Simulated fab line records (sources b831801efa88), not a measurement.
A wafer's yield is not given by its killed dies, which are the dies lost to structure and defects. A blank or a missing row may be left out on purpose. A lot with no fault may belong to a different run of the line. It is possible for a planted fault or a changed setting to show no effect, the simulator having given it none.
2 desks, one fault ; flow gf180mcu ; every desk sees just its own numbers, and what lay behind them comes last

AT THE TOOL OWNER'S DESK: pvd_sputter-01
The tool's own readings at GF_M2_SPUTTER_00 (material Ti, target thk 37.5 nm, time 150 s): means of the sampled wafers that have a number, for each lot that ran on this tool. A lot is out of limits, marked OUT, if its mean lies more than 4 standard deviations from the usual mean; the brackets give that distance.
Columns: A = throttle_valve_pct at GF_M2_SPUTTER_00, usual 29.9 %
lot;first seen here;A
L333;day 21 03:16;29.4
L334;day 21 12:49;29.9
L342;day 24 09:13;29.7
L347;day 25 22:41;29.7
L349;day 26 14:43;29.7
Finding of this desk: none of the 5 lots has anything out of limits.

METROLOGY DESK
What the gauges read for every lot (on any tool): the sampled wafers with a number, averaged. A lot is out of limits, marked OUT, if its mean lies more than 4 standard deviations from the usual mean; the brackets give that distance.
Columns: A = V1_OVL at GF_V1_OVL_MEAS_15, usual 4 nm; B = V1_W_RS at GF_V1_RS_MEAS_24, usual 0.328 ohm/sq; C = V1_W_THK at GF_V1_THK_MEAS_25, usual 344 nm
lot;first seen here;A;B;C
L330;day 20 00:48;14;0.328;343
L333;day 21 01:52;5;0.332;341
L334;day 21 11:25;3;0.329;345
L342;day 24 07:44;1;0.330;339
L347;day 25 21:12;3;0.327;343
L349;day 26 13:13;2;0.319;352
Finding of this desk: none of the 6 lots has anything out of limits.

TAKEN TOGETHER
The desk of the tool owner found nothing out of limits.
Metrology desk: nothing out of limits seen.

WHAT THE SIMULATOR HAD PUT IN
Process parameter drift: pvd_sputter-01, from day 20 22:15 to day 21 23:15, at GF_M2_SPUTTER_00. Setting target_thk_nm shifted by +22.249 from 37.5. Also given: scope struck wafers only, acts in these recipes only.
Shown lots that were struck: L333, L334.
